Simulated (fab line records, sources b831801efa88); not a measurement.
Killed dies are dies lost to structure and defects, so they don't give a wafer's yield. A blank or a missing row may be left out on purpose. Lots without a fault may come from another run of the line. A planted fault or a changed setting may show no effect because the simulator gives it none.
Problem report in the 8D (eight disciplines) form, filled by code | flow sky130 | the parts of the form that need people (team, actions taken, sign-off) are left out

1. THE PROBLEM
chamber_pressure_pa at SKY_METAL2_SPUTTER_01 reads a mean of 0.4913 Pa on 2 wafers of 2 lots; wafers without a fault read 0.4000 Pa with a standard deviation of 0.00077. That is +99 or more standard deviations from the usual mean.
The step: material TiN, target thk 20 nm, time 16.7 s.
First seen on wafer L701.3, day 36 06:43, on pvd_sputter-03. The record holds 18 wafers of 6 lots with a number at this step. Rule for "out", or "out of limits": more than 4 standard deviations from the usual mean. The other wafers with a number count as sound.

2. WHAT IT IS AND WHAT IT IS NOT
question                    | is                  | is not
which readings at this step | chamber_pressure_pa | -
which lots                  | L701, L704          | L695, L711, L714, L715
which wafers of those lots  | L701.3, L704.2      | L701.4, L701.6, L704.1, L704.4
read on which tools         | pvd_sputter-03      | pvd_sputter-01, pvd_sputter-02
when                        | from day 36 06:43   | up to then (5 sound wafers); but 11 sound wafers of L704, L711, L714, L715 came after

3. SUSPECTS, AND WHAT RULES EACH OUT
Counting: a tool at a process step up to the reading stays a suspect if it ran every lot that is out. Sound lots after the first of them don't rule it out here, since some wafers of a struck lot are sound.
- pvd_sputter-04 at SKY_VIA1_SPUTTER_20 (material TiN, target thk 20 nm, time 80 s): kept. It ran every lot that is out, first L701 (day 36 06:04); its last sound lot up to then is L695 (day 34 08:14).
- cmp-01 at SKY_VIA1_CMP_24 (polishes, stops on SiO2, t overpolish 15 s, target thk 0 nm): kept. It ran every lot that is out, first L701 (day 36 06:27); its last sound lot up to then is L695 (day 34 08:35).
- pvd_sputter-03 at SKY_METAL2_SPUTTER_00 (material Ti, target thk 15 nm, time 10 s): kept. It ran every lot that is out, first L701 (day 36 06:42).
- pvd_sputter-03 at SKY_METAL2_SPUTTER_01 (material TiN, target thk 20 nm, time 16.7 s): kept. It ran every lot that is out, first L701 (day 36 06:43). Its own readings are out on those wafers: chamber_pressure_pa.
Left after counting: pvd_sputter-04 at SKY_VIA1_SPUTTER_20, cmp-01 at SKY_VIA1_CMP_24, pvd_sputter-03 at SKY_METAL2_SPUTTER_00, pvd_sputter-03 at SKY_METAL2_SPUTTER_01.

4. THE CAUSE (what the simulator had put in)
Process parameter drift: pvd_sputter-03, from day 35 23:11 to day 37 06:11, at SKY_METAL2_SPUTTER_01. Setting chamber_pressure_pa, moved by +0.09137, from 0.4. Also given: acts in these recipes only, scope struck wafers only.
Counting left 4 suspects, and this tool is among them.

5. THE CHAIN OF EFFECTS, in route order
Each row: a reading whose mean over the struck wafers that have a number lies more than 3 standard deviations from the usual. Only readings for which the record gives a usual standard deviation are gone through. hours: the time from each lot's start at the first step in this table that gives one to its start at this step, as a median over the lots. sigmas: the change in usual standard deviations.
hours | step                  | reading             | usual     | on struck wafers | change  | sigmas
0     | SKY_METAL2_SPUTTER_01 | chamber_pressure_pa | 0.4000 Pa | 0.4913           | +0.0913 | +99 or more
0     | SKY_METAL2_SPUTTER_01 | throttle_valve_pct  | 30.1 %    | 27.4             | -2.8    | -3.1
The process steps in it:
- SKY_METAL2_SPUTTER_01: material TiN, target thk 20 nm, time 16.7 s.

6. WHAT WOULD HAVE CAUGHT IT SOONER
In this record the first reading out of limits was taken at day 36 06:43, 8 hours after the fault began at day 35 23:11.
